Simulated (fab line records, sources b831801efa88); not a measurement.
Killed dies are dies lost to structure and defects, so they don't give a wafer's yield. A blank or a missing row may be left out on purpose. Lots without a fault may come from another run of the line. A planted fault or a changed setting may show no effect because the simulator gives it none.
Which tool did it? | flow sfq_line | 14 lots, 41 wafers sampled, at 4 steps of a route of 325

WHAT THE GAUGES READ, wafer by wafer
SFQ_M7_OVL_MEAS_945. Usual: M7_OVL -1 nm, standard deviation 6.6.
lot  | measured     | on         | M7_OVL (nm) | flag
L489 | day 68 00:58 | overlay-01 | 0 -1 -6     |
L492 | day 68 17:33 | overlay-01 | 3 2 7       |
L497 | day 70 20:15 | overlay-01 | 5 5         |
L499 | day 71 17:10 | overlay-01 | -9 -11 -16  |
L500 | day 78 04:04 | overlay-01 | -4 -6 -6    |
L503 | day 79 00:37 | overlay-02 | -1 -4 -6    |
L504 | day 79 04:13 | overlay-02 | -2 1 7      |
L506 | day 79 09:01 | overlay-02 | -14 -9 -8   |
L507 | day 79 14:15 | overlay-02 | 7 8 3       |
L508 | day 80 03:12 | overlay-01 | 6 -4 -3     |
L509 | day 80 05:36 | overlay-02 | 3 -5 1      |
L510 | day 80 08:00 | overlay-02 | -5 -1 4     |
L511 | day 80 09:11 | overlay-02 | 4 10 4      |
L512 | day 80 10:23 | overlay-02 | 7 9 9       |

WHICH TOOL RAN EACH LOT (tool, then ch and the chambers of the sampled wafers, then the start)
lot  | SFQ_TRILAYER_M6_DEP_SPUTTER_157 | SFQ_TRILAYER_I6_CMP_CMP_166   | SFQ_TRILAYER_I6_VIA_BARC_OPEN_VIA_ETCH_235
L489 | pvd_sputter-05, day 62 13:37    | cmp-01 ch 1,3, day 63 02:19   | rie_diel-03 ch 0,3, day 67 21:17
L492 | pvd_sputter-06, day 63 03:56    | cmp-02 ch 1,2,3, day 63 14:40 | rie_diel-02 ch 0,2,3, day 68 14:05
L497 | pvd_sputter-05, day 65 15:42    | cmp-02 ch 1,2, day 70 08:36   | rie_diel-02 ch 1, day 70 16:09
L499 | pvd_sputter-06, day 66 18:08    | cmp-02 ch 0,1,2, day 71 08:00 | rie_diel-02 ch 1,2,3, day 71 13:37
L500 | pvd_sputter-03, day 70 23:04    | cmp-01 ch 0,1,2, day 74 01:35 | rie_diel-02 ch 0,2, day 77 21:08
L503 | pvd_sputter-03, day 71 19:28    | cmp-01 ch 0,1,2, day 75 07:17 | rie_diel-02 ch 0,1,2, day 78 21:08
L504 | pvd_sputter-05, day 71 23:04    | cmp-02 ch 0,2,3, day 75 08:35 | rie_diel-01 ch 1,2,3, day 78 23:32
L506 | pvd_sputter-03, day 72 02:40    | cmp-02 ch 0,3, day 75 13:23   | rie_diel-02 ch 0,1,2, day 79 04:20
L507 | pvd_sputter-05, day 72 06:01    | cmp-02 ch 0,1,3, day 75 18:11 | rie_diel-02 ch 1,2,3, day 79 10:20
L508 | pvd_sputter-03, day 72 13:13    | cmp-02 ch 0,2,3, day 76 05:07 | rie_diel-03 ch 0,2,3, day 79 19:56
L509 | pvd_sputter-06, day 72 15:37    | cmp-01 ch 0,2,3, day 76 07:31 | rie_diel-02 ch 1,2, day 79 22:41
L510 | pvd_sputter-03, day 72 19:13    | cmp-01 ch 0,2,3, day 76 13:06 | rie_diel-01 ch 0,1,3, day 80 01:05
L511 | pvd_sputter-05, day 72 20:25    | cmp-02 ch 0,1, day 76 14:12   | rie_diel-02 ch 2,3, day 80 02:17
L512 | pvd_sputter-06, day 72 21:37    | cmp-01 ch 2,3, day 76 16:36   | rie_diel-01 ch 1,2,3, day 80 03:29
- SFQ_TRILAYER_M6_DEP_SPUTTER_157: material Nb, target thk 200 nm, time 133.3 s.
- SFQ_TRILAYER_I6_CMP_CMP_166: polishes SiO2.
- SFQ_TRILAYER_I6_VIA_BARC_OPEN_VIA_ETCH_235: etches BARC in O2, target depth 125 nm, time 41.7 s.

WHAT THE TOOLS THEMSELVES READ (means of the sampled wafers that have a number; where no wafer has one, the mark that the record gives instead)
SFQ_TRILAYER_M6_DEP_SPUTTER_157. Usual: throttle_valve_pct 29.6 %, standard deviation 0.88.
lot  | tool           | throttle_valve_pct (%) | flag
L489 | pvd_sputter-05 | 29.6                   |
L492 | pvd_sputter-06 | 29.6                   |
L497 | pvd_sputter-05 | 29.4                   |
L499 | pvd_sputter-06 | 30.0                   |
L500 | pvd_sputter-03 | 30.4                   |
L503 | pvd_sputter-03 | 29.4                   |
L504 | pvd_sputter-05 | 29.0                   |
L506 | pvd_sputter-03 | 29.8                   |
L507 | pvd_sputter-05 | 29.7                   |
L508 | pvd_sputter-03 | 29.9                   |
L509 | pvd_sputter-06 | 29.3                   |
L510 | pvd_sputter-03 | 29.7                   |
L511 | pvd_sputter-05 | 29.7                   |
L512 | pvd_sputter-06 | 29.3                   |

SFQ_TRILAYER_I6_CMP_CMP_166. Usual: edge_zone_pressure_frac 1.000, standard deviation 0.0052; motor_current_A 9.3 A, standard deviation 0.68; time_to_endpoint_s 216 s, standard deviation 6.7.
lot  | tool   | edge_zone_pressure_frac | motor_current_A (A) | time_to_endpoint_s (s) | flag
L489 | cmp-01 | 1.000                   | 10.4                | 223                    |
L492 | cmp-02 | 1.002                   | 9.0                 | 221                    |
L497 | cmp-02 | 0.999                   | 9.4                 | 220                    |
L499 | cmp-02 | 0.997                   | 9.1                 | 219                    |
L500 | cmp-01 | 1.001                   | 9.5                 | 219                    |
L503 | cmp-01 | 1.002                   | 9.7                 | 219                    |
L504 | cmp-02 | 1.003                   | 8.7                 | 209                    |
L506 | cmp-02 | 0.999                   | 9.0                 | 210                    |
L507 | cmp-02 | 0.998                   | 9.0                 | 211                    |
L508 | cmp-02 | 1.001                   | 8.5                 | 218                    |
L509 | cmp-01 | 1.005                   | 9.8                 | 216                    |
L510 | cmp-01 | 1.007                   | 10.0                | 221                    |
L511 | cmp-02 | 1.004                   | 8.8                 | 212                    |
L512 | cmp-01 | 1.006                   | 10.3                | 218                    |

SFQ_TRILAYER_I6_VIA_BARC_OPEN_VIA_ETCH_235. Usual: bias_w 80.01 W, standard deviation 0.22; drypump_motor_current_A 5.8 A, standard deviation 0.37; oes_product_au 0.685 a.u., standard deviation 0.0047.
lot  | tool        | bias_w (W) | drypump_motor_current_A (A) | oes_product_au (a.u.) | flag
L489 | rie_diel-03 | 80.04      | 6.1                         | 0.683                 |
L492 | rie_diel-02 | 80.04      | 5.8                         | 0.684                 |
L497 | rie_diel-02 | 85.99      | 6.0                         | 0.687                 | OFF
L499 | rie_diel-02 | 85.82      | 5.9                         | 0.687                 | OFF
L500 | rie_diel-02 | 80.09      | 5.4                         | 0.684                 |
L503 | rie_diel-02 | 79.83      | 5.6                         | 0.687                 |
L504 | rie_diel-01 | 79.92      | 5.6                         | 0.684                 |
L506 | rie_diel-02 | 79.89      | 5.6                         | 0.687                 |
L507 | rie_diel-02 | 80.06      | 5.9                         | 0.684                 |
L508 | rie_diel-03 | 79.99      | 6.1                         | 0.684                 |
L509 | rie_diel-02 | 80.18      | 5.8                         | 0.685                 |
L510 | rie_diel-01 | 79.91      | 5.7                         | 0.689                 |
L511 | rie_diel-02 | 79.88      | 5.7                         | 0.688                 |
L512 | rie_diel-01 | 80.04      | 5.6                         | 0.684                 |

THE ANSWER, worked out from the rows above alone
Rule: a lot is off if the mean of its wafers that have a number lies more than 3 standard deviations from the usual mean. A lot without any number at a reading at which 4 lots or more have one is off too. The other lots that the step has rows for count as sound. The gauges are gone through in route order, then the tools' own readings, and for those a lot's mean is taken as printed above. The first step at which some lot is off is used, and at that step the reading that is off furthest; a lot without a number counts as furthest.
Off: L497, L499, at SFQ_TRILAYER_I6_VIA_BARC_OPEN_VIA_ETCH_235 (bias_w).
A tool fits if, at that step or a process step before it, it ran every lot that is off, and no sound lot after the first of them. None of those tried fits.

WHAT THE SIMULATOR HAD PUT IN
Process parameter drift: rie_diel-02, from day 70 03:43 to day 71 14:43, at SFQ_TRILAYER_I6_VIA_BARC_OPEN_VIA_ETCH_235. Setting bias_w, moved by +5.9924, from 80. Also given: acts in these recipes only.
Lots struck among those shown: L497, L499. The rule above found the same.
